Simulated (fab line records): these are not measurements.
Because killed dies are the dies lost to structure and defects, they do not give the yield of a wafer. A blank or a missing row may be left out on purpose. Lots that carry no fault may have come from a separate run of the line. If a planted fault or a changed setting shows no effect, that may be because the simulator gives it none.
The tool behind it: which one? || flow sfqLine || 21 wafers from 7 lots sampled at 4 of the route's 325 steps

== WHAT THE GAUGES SHOWED, per wafer ==
SFQ_M7_RS_MEAS_943: the measuring method here is four-point-probe.
{"lot": "L787", "measured": "day 62 22:37", "on": "filmMetro-02", "M7_NB_RS (ohm/sq)": "0.898 0.899 0.908"}
{"lot": "L790", "measured": "day 64 04:36", "on": "filmMetro-01", "M7_NB_RS (ohm/sq)": "0.903 0.895 0.891"}
{"lot": "L792", "measured": "day 65 01:02", "on": "filmMetro-01", "M7_NB_RS (ohm/sq)": "0.894 0.893 0.892"}
{"lot": "L794", "measured": "day 65 18:43", "on": "filmMetro-04", "M7_NB_RS (ohm/sq)": "0.896 0.894 0.900"}
{"lot": "L797", "measured": "day 66 03:21", "on": "filmMetro-01", "M7_NB_RS (ohm/sq)": "0.901 0.902 0.901"}
{"lot": "L801", "measured": "day 66 23:52", "on": "filmMetro-01", "M7_NB_RS (ohm/sq)": "0.887 2.506 2.463 0.887 2.497 2.459"}
{"lot": "L808", "measured": "day 68 02:58", "on": "filmMetro-01", "M7_NB_RS (ohm/sq)": "0.883 0.884 0.875"}

== WHAT TOOL EACH LOT RAN ON (gives the tool, then ch and the chambers of the sampled wafers, and finally the start) ==
{"lot": "L787", "SFQ_TRILAYER_M4_STRIP_STRIP_097": "rieMetal-02 ch 0,1, day 36 02:17", "SFQ_TRILAYER_C5_STRIP_STRIP_155": "rieMetal-03 ch 0,1, day 55 22:20", "SFQ_TRILAYER_M7_DEP_SPUTTER_175": "pvdSputter-05, day 62 22:31"}
{"lot": "L790", "SFQ_TRILAYER_M4_STRIP_STRIP_097": "rieMetal-04 ch 0,1, day 37 12:59", "SFQ_TRILAYER_C5_STRIP_STRIP_155": "rieMetal-03 ch 0,1, day 57 06:27", "SFQ_TRILAYER_M7_DEP_SPUTTER_175": "pvdSputter-04, day 64 04:31"}
{"lot": "L792", "SFQ_TRILAYER_M4_STRIP_STRIP_097": "rieMetal-04 ch 0,1, day 38 07:56", "SFQ_TRILAYER_C5_STRIP_STRIP_155": "rieMetal-03 ch 0,1, day 58 11:41", "SFQ_TRILAYER_M7_DEP_SPUTTER_175": "pvdSputter-04, day 65 00:55"}
{"lot": "L794", "SFQ_TRILAYER_M4_STRIP_STRIP_097": "rieMetal-02 ch 0,1, day 38 22:08", "SFQ_TRILAYER_C5_STRIP_STRIP_155": "rieMetal-01 ch 0,1, day 59 01:53", "SFQ_TRILAYER_M7_DEP_SPUTTER_175": "pvdSputter-04, day 65 18:38"}
{"lot": "L797", "SFQ_TRILAYER_M4_STRIP_STRIP_097": "rieMetal-02 ch 0,1, day 39 16:08", "SFQ_TRILAYER_C5_STRIP_STRIP_155": "rieMetal-01 ch 0,1, day 59 18:29", "SFQ_TRILAYER_M7_DEP_SPUTTER_175": "pvdSputter-05, day 66 03:14"}
{"lot": "L801", "SFQ_TRILAYER_M4_STRIP_STRIP_097": "rieMetal-02 ch 0, day 41 02:49", "SFQ_TRILAYER_C5_STRIP_STRIP_155": "rieMetal-03 ch 0, day 60 19:41", "SFQ_TRILAYER_M7_DEP_SPUTTER_175": "pvdSputter-05, day 66 23:47"}
{"lot": "L808", "SFQ_TRILAYER_M4_STRIP_STRIP_097": "rieMetal-01 ch 1, day 43 01:01", "SFQ_TRILAYER_C5_STRIP_STRIP_155": "rieMetal-04 ch 0,1, day 62 12:14", "SFQ_TRILAYER_M7_DEP_SPUTTER_175": "pvdSputter-04, day 68 02:50"}
- SFQ_TRILAYER_M4_STRIP_STRIP_097: strips in O2.
- SFQ_TRILAYER_C5_STRIP_STRIP_155: strips in O2.
- SFQ_TRILAYER_M7_DEP_SPUTTER_175: material Nb, target thk 200 nm, time 133.3 s.

== THE ANSWER, worked out from the rows above alone ==
Rule: the lots themselves supply what counts as usual. The widest of any qualifying gaps counts: lots, ordered by their means at a reading, are off when they make up no more than a third of the lots, leave a main group of 4 or more, and stand apart from it by 3 or more times the standard deviation of that group's means. The tables above print the reading to a certain number of digits; a main group whose means all agree to those digits is not used. A lot without any number at a reading at which 4 lots or more have one is off too. Where the step has rows for the other lots, those lots are counted as sound.
Off: at SFQ_M7_RS_MEAS_943 (M7_NB_RS), L801. For the main group the mean is 0.895 ohm/sq and the standard deviation 0.0071.
A tool fits if, at a process step before that reading, it ran every lot that is off, and no sound lot after the first of them. The gauges at SFQ_M7_RS_MEAS_943 are tried like those tools. Can't be told from this: 3 tools fit, rieMetal-02 at SFQ_TRILAYER_M4_STRIP_STRIP_097, rieMetal-03 at SFQ_TRILAYER_C5_STRIP_STRIP_155, pvdSputter-05 at SFQ_TRILAYER_M7_DEP_SPUTTER_175.

== WHAT WAS PUT IN BY THE SIMULATOR ==
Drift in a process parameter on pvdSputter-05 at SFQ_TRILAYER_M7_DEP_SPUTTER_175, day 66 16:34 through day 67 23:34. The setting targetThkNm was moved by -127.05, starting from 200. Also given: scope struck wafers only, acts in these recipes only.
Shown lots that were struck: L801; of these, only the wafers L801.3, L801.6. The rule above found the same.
